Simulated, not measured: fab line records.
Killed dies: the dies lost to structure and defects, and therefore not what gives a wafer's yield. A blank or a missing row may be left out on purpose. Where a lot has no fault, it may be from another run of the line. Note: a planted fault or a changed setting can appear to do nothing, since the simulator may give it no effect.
Shared-tool check    flow gf180mcu    Sample size 13 lots and 39 wafers

REASON IT WAS OPENED
3 of 13 lots carry a flag on the reading VT_IMPLANT_2_TW at GF_VT_IMPLANT_TW_MEAS_21. Fault-free wafers read 1213, with a standard deviation of 9.3.
Rule: a lot is flagged in two cases, either no wafer of it has a number, or all its wafers with numbers fall more than 4 standard deviations from that mean. The other lots count as sound.

lot   measured      on             VT_IMPLANT_2_TW, wafer by wafer  flag
L314  day 6 11:20   film-metro-02  1222 1217 1220                   
L315  day 6 18:01   film-metro-03  1203 1205 1209                   
L316  day 7 00:25   film-metro-03  1204 1205 1203                   
L317  day 7 07:05   film-metro-04  1234 1228 1233                   
L318  day 7 14:25   film-metro-04  1230 1227 1228                   
L319  day 7 20:02   film-metro-04  1529 1539 1536                   FLAGGED
L320  day 8 03:46   film-metro-03  1205 1201 1204                   
L329  day 10 11:41  film-metro-02  1516 1515 1525                   FLAGGED
L330  day 10 19:04  film-metro-02  1525 1519 1518                   FLAGGED
L332  day 11 07:01  film-metro-02  1208 1206 1208                   
L334  day 11 16:15  film-metro-03  1210 1205 1203                   
L335  day 11 23:50  film-metro-02  1205 1215 1209                   
L336  day 12 05:56  film-metro-02  1212 1204 1211                   
The mean of the flagged lots' numbers is 1525, +312 from the usual (+34 standard deviations).

WHICH TOOL RAN EACH LOT
Before the reading, the record contains 3 process steps out of a 602-step route. Each cell gives the tool, then ch followed by the chambers the sampled wafers passed through, then the start.
lot   flag     GF_STI_ETCH_14                   GF_VT_IMPLANT_IMPLANT_19         GF_VT_IMPLANT_STRIP_20
L314           rie-si-01 ch 0,1,3, day 2 05:52  implanter-04 ch 0, day 6 11:05   plasma-asher-04 ch 0, day 6 11:13
L315           rie-si-02 ch 2,3, day 2 11:14    implanter-03 ch 0, day 6 17:47   plasma-asher-01 ch 0,1, day 6 17:55
L316           rie-si-02 ch 0,2,3, day 2 16:37  implanter-03 ch 0, day 7 00:10   plasma-asher-04 ch 0,1, day 7 00:19
L317           rie-si-02 ch 0,1, day 2 22:08    implanter-01 ch 0, day 7 06:50   plasma-asher-04 ch 0,1, day 7 06:58
L318           rie-si-01 ch 0,2,3, day 3 03:16  implanter-04 ch 0, day 7 14:11   plasma-asher-01 ch 0,1, day 7 14:19
L319  FLAGGED  rie-si-02 ch 0,1, day 3 08:35    implanter-01 ch 0, day 7 19:28   plasma-asher-01 ch 0,1, day 7 19:56
L320           rie-si-02 ch 2,3, day 3 14:53    implanter-03 ch 0, day 8 03:31   plasma-asher-04 ch 0,1, day 8 03:40
L329  FLAGGED  rie-si-01 ch 1,2,3, day 5 12:07  implanter-03 ch 0, day 10 11:08  plasma-asher-04 ch 0,1, day 10 11:35
L330  FLAGGED  rie-si-02 ch 1,3, day 5 17:01    implanter-03 ch 0, day 10 18:23  plasma-asher-03 ch 0,1, day 10 18:50
L332           rie-si-01 ch 0,2,3, day 6 03:14  implanter-01 ch 0, day 11 06:46  plasma-asher-03 ch 0,1, day 11 06:55
L334           rie-si-02 ch 0,1,2, day 6 14:13  implanter-04 ch 0, day 11 16:02  plasma-asher-01 ch 0,1, day 11 16:09
L335           rie-si-01 ch 0,1,3, day 6 19:05  implanter-04 ch 0, day 11 23:37  plasma-asher-01 ch 0,1, day 11 23:44
L336           rie-si-01 ch 0,2,3, day 7 00:08  implanter-03 ch 0, day 12 05:41  plasma-asher-03 ch 0,1, day 12 05:49
These steps, and what they do:
- GF_STI_ETCH_14: etches Si in HBr/Cl2/O2, target depth 360 nm, time 102.9 s.
- GF_VT_IMPLANT_IMPLANT_19
- GF_VT_IMPLANT_STRIP_20: strips in O2/N2.
- GF_VT_IMPLANT_TW_MEAS_21

FLAGGED AGAINST TOTAL, ONE TOOL AT A TIME (gauges that did the reading follow at the end)
step                      tool             lots run  flagged  share of the flagged lots  sound lots run after its first flagged lot
GF_STI_ETCH_14            rie-si-01        6         1        some                       3 (L332,L335,L336)
GF_STI_ETCH_14            rie-si-02        7         2        some                       2 (L320,L334)
GF_VT_IMPLANT_IMPLANT_19  implanter-01     3         1        some                       1 (L332)
GF_VT_IMPLANT_IMPLANT_19  implanter-03     6         2        some                       1 (L336)
GF_VT_IMPLANT_IMPLANT_19  implanter-04     4         0        none                       -
GF_VT_IMPLANT_STRIP_20    plasma-asher-01  5         1        some                       2 (L334,L335)
GF_VT_IMPLANT_STRIP_20    plasma-asher-03  3         1        some                       2 (L332,L336)
GF_VT_IMPLANT_STRIP_20    plasma-asher-04  5         1        some                       0
GF_VT_IMPLANT_TW_MEAS_21  film-metro-02    6         2        some                       3 (L332,L335,L336)
GF_VT_IMPLANT_TW_MEAS_21  film-metro-03    4         0        none                       -
GF_VT_IMPLANT_TW_MEAS_21  film-metro-04    3         1        some                       0

WHAT THE TABLE PERMITS
No row of the table ran every flagged lot.

WHAT THE SIMULATOR HAD PUT IN
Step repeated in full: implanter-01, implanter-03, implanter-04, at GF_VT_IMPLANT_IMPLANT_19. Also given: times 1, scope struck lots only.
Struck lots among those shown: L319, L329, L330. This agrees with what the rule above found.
